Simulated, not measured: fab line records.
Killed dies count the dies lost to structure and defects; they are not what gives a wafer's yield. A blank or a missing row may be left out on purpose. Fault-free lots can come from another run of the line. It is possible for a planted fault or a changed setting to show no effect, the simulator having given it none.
fab line records | flow sfqLine
[record] lots = 13 | wafers = 39 | lastDay = 90
route steps=325 shown I0@44
lots that met no fault: taken from a fault-free run of the same line
startH: hours from the record's first day to the start of the lot's first wafer shown | waitH: how many hours have passed since the lot's step before this one | " repeats the value in the row above | L1.1+2: one row covering several wafers at once | - no value present, or no start provided | * or withheld: withheld | < > ~ a bound
route shown NAME@n: NAME is a module with steps in the file, n the number in the route of the first one | usual: mean/standard deviation taken from wafers without a fault | same: alike in all rows | chamber/n: place in a boat | sites: per-site readings | _std_site: standard deviation of those values | _edge_site: mean of outer sites minus mean of inner sites | radiusMm: how far each site lies from the wafer's centre | mask NAME#n: copy n | behind: the tool/chamber that last shaped the wafer | hold: cause of the lot's hold/its duration in hours/its outcome | device: transistor that didn't switch, given as n, p or np | end of line: the route-end tests of the same wafers | a step given without rows: its recipe and nothing more | killed: at the first sort, the dies lost to defects and structure; wafer yield is something else | map: dies across one wafer; x = killed, . = not, _ = none there
set.NAME: the setting that was run; set.NAME@STEP: the one run at that earlier step | model.NAME: the simulator's own value behind a step, which no gauge read
a sample of lots followed through the steps of the route, with each step as a table and each wafer as a row
services: when a tool's chamber went out of use (startH, in hours from the record's first day, below 0 if earlier), for how many hours, and the reason
[[steps]]
[step SFQ_TRILAYER_I0_CMP_CMP_028]
[recipe] material = SiO2 | downForcePsi = 3 | platenRpm = 60 | padVelocityMS = 0.94248
[usual] motorCurrentA = 10.4/1.2 | platenRpm = 60.00/0.035 | timeToEndpointS = 212/7.4
lot.wafer | tool   | chamber | startH | waitH | motorCurrentA | platenRpm | timeToEndpointS
L375.2    | cmp-01 | 3       | 189.58 | 1.8   | 10.4          | 59.96     | 213
L375.4    | "      | 0       | "      | "     | 8.5           | 60.07     | 227
L375.3    | "      | 1       | "      | "     | 9.7           | 60.02     | 221
L377.3    | cmp-02 | 3       | 203.18 | 0.0   | 12.2          | 59.98     | 205
L377.2    | "      | 0       | "      | "     | 10.0          | 59.96     | 211
L377.1    | "      | 1       | "      | "     | 13.3          | 60.01     | 204
L379.4    | cmp-01 | 1       | 212.12 | 0.5   | 10.0          | 60.01     | 212
L379.2    | "      | 2       | "      | "     | 10.1          | 60.00     | 203
L379.6    | "      | 2       | 214.62 | 3.0   | 10.3          | 60.00     | 208
L380.2    | cmp-01 | 0       | 222.05 | 3.6   | 8.8           | 59.99     | 212
L380.4    | "      | 2       | 223.05 | 4.6   | 10.1          | 59.97     | 206
L380.5    | "      | 3       | "      | "     | 10.8          | 60.02     | 217
L382.1    | cmp-02 | 3       | 225.38 | 3.5   | 12.6          | 60.04     | 211
L382.4    | "      | 2       | 226.88 | 4.9   | 9.6           | 59.98     | 208
L382.5    | "      | 3       | "      | "     | 12.3          | 60.04     | 210
L388.3    | cmp-02 | 3       | 266.18 | 2.0   | 11.6          | 60.05     | 207
L388.4    | "      | 0       | "      | "     | 10.3          | 60.03     | 250
L388.2    | "      | 1       | "      | "     | 13.2          | 60.03     | 211
L390.4    | cmp-01 | 0       | 277.44 | 0.0   | 8.5           | 60.09     | 220
L390.1    | "      | 2       | 278.44 | 1.0   | 9.9           | 60.00     | 207
L390.5    | "      | 0       | 279.44 | 2.0   | 8.8           | 60.05     | 214
L391.4    | cmp-01 | 3       | 287.39 | 1.6   | 10.5          | 60.01     | 220
L391.6    | "      | 1       | 288.39 | 2.6   | 9.6           | 60.02     | 214
L391.5    | "      | 2       | "      | "     | 10.5          | 60.00     | 208
L394.1    | cmp-01 | 2       | 428.78 | 4.9   | 9.9           | 60.03     | 211
L394.4    | "      | 3       | "      | "     | 10.5          | 59.94     | 226
L394.5    | "      | 2       | 430.78 | 6.8   | 9.7           | 60.01     | 215
L395.1    | cmp-02 | 2       | 435.06 | 2.7   | 9.3           | 59.99     | 213
L395.4    | "      | 1       | 436.56 | 4.2   | 13.2          | 60.00     | 211
L395.6    | "      | 3       | 437.56 | 5.2   | 11.8          | 60.03     | 227
L396.2    | cmp-02 | 1       | 447.06 | 2.7   | 12.6          | 59.96     | 218
L396.1    | "      | 3       | 448.06 | 3.7   | 12.1          | 59.99     | 215
L396.6    | "      | 2       | 449.56 | 5.2   | 9.0           | 60.01     | 215
L397.2    | cmp-02 | 2       | 450.06 | 2.1   | 9.3           | 59.97     | 207
L397.4    | "      | 1       | 451.56 | 3.6   | 13.3          | 60.00     | 220
L397.5    | "      | 3       | 452.56 | 4.6   | 11.3          | 60.06     | 207
L398.4    | cmp-01 | 3       | 455.28 | 3.8   | 11.0          | 59.98     | 212
L398.2    | "      | 0       | "      | "     | 9.0           | 59.98     | 214
L398.5    | "      | 0       | 457.78 | 6.3   | 9.2           | 60.01     | 222
[step SFQ_TRILAYER_I0_METRO_MEASURE_029]
[usual] thkNm = 199.2/1.2
lot.wafer | tool         | chamber | startH | waitH | thkNm
L375.2    | filmMetro-01 | -       | 192.90 | 0.3   | 200.7
L375.3    | "            | -       | "      | "     | 200.2
L375.4    | "            | -       | "      | "     | 199.7
L377.1    | filmMetro-02 | -       | 206.30 | 0.1   | 197.6
L377.2    | "            | -       | "      | "     | 200.2
L377.3    | "            | -       | "      | "     | 197.5
L379.2    | filmMetro-03 | -       | 215.44 | 0.3   | 198.1
L379.4    | "            | -       | "      | "     | 197.6
L379.6    | "            | -       | "      | "     | 197.9
L380.2    | filmMetro-01 | -       | 224.87 | 0.3   | 199.4
L380.4    | "            | -       | "      | "     | 197.3
L380.5    | "            | -       | "      | "     | 198.5
L382.1    | filmMetro-03 | -       | 228.50 | 0.1   | 199.0
L382.4    | "            | -       | "      | "     | 198.7
L382.5    | "            | -       | "      | "     | 199.4
L388.2    | filmMetro-01 | -       | 269.50 | 0.3   | 199.6
L388.3    | "            | -       | "      | "     | 199.3
L388.4    | "            | -       | "      | "     | 151.4
L390.1    | filmMetro-03 | -       | 280.56 | 0.1   | 196.4
L390.4    | "            | -       | "      | "     | 199.7
L390.5    | "            | -       | "      | "     | 198.9
L391.4    | filmMetro-01 | -       | 290.11 | 0.6   | 198.9
L391.5    | "            | -       | "      | "     | 198.0
L391.6    | "            | -       | "      | "     | 199.2
L394.1    | filmMetro-01 | -       | 431.40 | 0.1   | 199.0
L394.4    | "            | -       | "      | "     | 199.8
L394.5    | "            | -       | "      | "     | 198.8
L395.1    | filmMetro-03 | -       | 438.18 | 0.1   | 199.5
L395.4    | "            | -       | "      | "     | 199.6
L395.6    | "            | -       | "      | "     | 199.8
L396.1    | filmMetro-02 | -       | 450.18 | 0.1   | 198.7
L396.2    | "            | -       | "      | "     | 199.2
L396.6    | "            | -       | "      | "     | 199.5
L397.2    | filmMetro-03 | -       | 453.38 | 0.3   | 199.3
L397.4    | "            | -       | "      | "     | 197.9
L397.5    | "            | -       | "      | "     | 200.0
L398.2    | filmMetro-02 | -       | 458.60 | 0.3   | 203.1
L398.4    | "            | -       | "      | "     | 200.3
L398.5    | "            | -       | "      | "     | 202.3
[step SFQ_TRILAYER_I0_VIA_ETCH_VIA_ETCH_034]
[recipe] target = SiO2 | stopOn = Nb | maskMaterial = PR | taperDeg = 20 | chemistry = CHF3 | targetDepthNm = 260 | sourceW = 500 | biasW = 80 | pressureMtorr = 30 | timeS = withheld
[usual] drypumpMotorCurrentA = 5.6/0.37 | oesProductAu = 0.853/0.0054
lot.wafer | tool       | chamber | startH | waitH | drypumpMotorCurrentA | oesProductAu
L375.2    | rieDiel-04 | 0       | 299.49 | 0.0   | 6.2                  | 0.852
L375.3    | "          | 3       | "      | "     | 6.2                  | 0.860
L375.4    | "          | 1       | "      | "     | 5.8                  | 0.848
L377.1    | rieDiel-02 | 0       | 314.37 | 0.0   | 5.5                  | 0.847
L377.2    | "          | 3       | "      | "     | 5.8                  | 0.850
L377.3    | "          | 2       | "      | "     | 5.8                  | 0.847
L379.2    | rieDiel-02 | 1       | 326.37 | 0.0   | 4.9                  | 0.847
L379.4    | "          | 2       | "      | "     | 5.8                  | 0.848
L379.6    | "          | 0       | "      | "     | 5.5                  | 0.848
L380.2    | rieDiel-01 | 2       | 334.77 | 0.0   | 6.0                  | 0.855
L380.4    | "          | 0       | "      | "     | 5.4                  | 0.850
L380.5    | "          | 1       | "      | "     | 5.8                  | 0.850
L382.1    | rieDiel-02 | 2       | 340.77 | 0.0   | 5.8                  | 0.862
L382.4    | "          | 1       | "      | "     | 4.9                  | 0.853
L382.5    | "          | 1       | "      | "     | 4.9                  | 0.856
L388.2    | rieDiel-02 | 2       | 385.76 | 0.0   | 5.8                  | 0.849
L388.3    | "          | 0       | "      | "     | 5.5                  | 0.852
L388.4    | "          | 3       | "      | "     | 5.8                  | 0.740
L390.1    | rieDiel-01 | 1       | 395.36 | 0.0   | 5.8                  | 0.844
L390.4    | "          | 0       | "      | "     | 5.4                  | 0.856
L390.5    | "          | 2       | "      | "     | 6.0                  | 0.855
L391.4    | rieDiel-01 | 1       | 402.56 | 0.0   | 5.8                  | 0.852
L391.5    | "          | 2       | "      | "     | 6.0                  | 0.844
L391.6    | "          | 1       | "      | "     | 5.8                  | 0.854
L394.1    | rieDiel-02 | 3       | 434.93 | 0.0   | 5.8                  | 0.856
L394.4    | "          | 0       | "      | "     | 5.5                  | 0.862
L394.5    | "          | 2       | "      | "     | 5.8                  | 0.852
L395.1    | rieDiel-04 | 0       | 442.13 | 0.0   | 6.2                  | 0.854
L395.4    | "          | 2       | "      | "     | 6.0                  | 0.852
L395.6    | "          | 2       | "      | "     | 6.0                  | 0.850
L396.1    | rieDiel-01 | 1       | 456.33 | 0.0   | 5.8                  | 0.855
L396.2    | "          | 2       | "      | "     | 6.0                  | 0.851
L396.6    | "          | 3       | "      | "     | 5.1                  | 0.853
L397.2    | rieDiel-04 | 1       | 458.73 | 0.0   | 5.7                  | 0.858
L397.4    | "          | 0       | "      | "     | 6.1                  | 0.853
L397.5    | "          | 2       | "      | "     | 5.9                  | 0.855
L398.2    | rieDiel-01 | 2       | 461.93 | 0.0   | 6.0                  | 0.861
L398.4    | "          | 0       | "      | "     | 5.4                  | 0.862
L398.5    | "          | 1       | "      | "     | 5.8                  | 0.866
[[services]]
tool         | chamber | startH | hours | kind
rieDiel-02   | 3       | 168.07 | 21.1  | repair
filmMetro-03 | -       | 169.51 | 0.5   | pm
rieDiel-02   | -       | 180.63 | 0.2   | repair
rieDiel-02   | 1       | 187.09 | 4.8   | repair
filmMetro-01 | -       | 211.38 | 3.2   | repair
filmMetro-01 | -       | 216.25 | 3.2   | pm
rieDiel-01   | -       | 221.94 | 1.0   | repair
filmMetro-03 | -       | 224.15 | 0.5   | pm
rieDiel-01   | 2       | 229.25 | 6.6   | repair
cmp-02       | -       | 234.38 | 4.0   | pm
filmMetro-01 | -       | 235.70 | 0.7   | pm
filmMetro-01 | -       | 236.37 | 1.0   | pm
rieDiel-01   | 0       | 242.21 | 5.1   | repair
cmp-02       | -       | 245.40 | 1.0   | repair
cmp-02       | -       | 247.38 | 5.9   | pm
cmp-02       | -       | 258.34 | 1.5   | repair
filmMetro-01 | -       | 258.44 | 0.9   | pm
rieDiel-02   | -       | 263.63 | 2.2   | repair
rieDiel-02   | -       | 292.79 | 0.3   | repair
cmp-01       | -       | 305.19 | 3.3   | repair
cmp-01       | -       | 314.66 | 2.7   | repair
rieDiel-02   | 1       | 328.50 | 9.4   | repair
cmp-01       | -       | 400.09 | 9.2   | repair
cmp-01       | -       | 409.28 | 4.0   | pm
[[key]]
[firstSign] step = SFQ_TRILAYER_I0_CMP_CMP_028 | reading = timeToEndpointS | direction = up | sigmas = 5.1 | usual = * | struck = *
[effect] step = SFQ_TRILAYER_I0_METRO_MEASURE_029 | reading = thkNm | direction = down | sigmas = 41 | usual = 199.2 | struck = 151.4
[effect] step = SFQ_TRILAYER_I0_VIA_ETCH_VIA_ETCH_034 | reading = oesProductAu | direction = down | sigmas = 21 | usual = 0.853 | struck = 0.740
metAt SFQ_TRILAYER_I0_CMP_CMP_028
struckLots L388
struckWafers L388.4
onsetBetween 203.18 266.18
[fault] kind = processParameterDrift | tool = cmp-02 | chamber = 0 | onsetH = 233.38 | steps = SFQ_TRILAYER_I0_CMP_CMP_028 | channel = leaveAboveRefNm | offset = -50 | shape = step | endH = 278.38 | actsIn = theseRecipesOnly | stated = 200
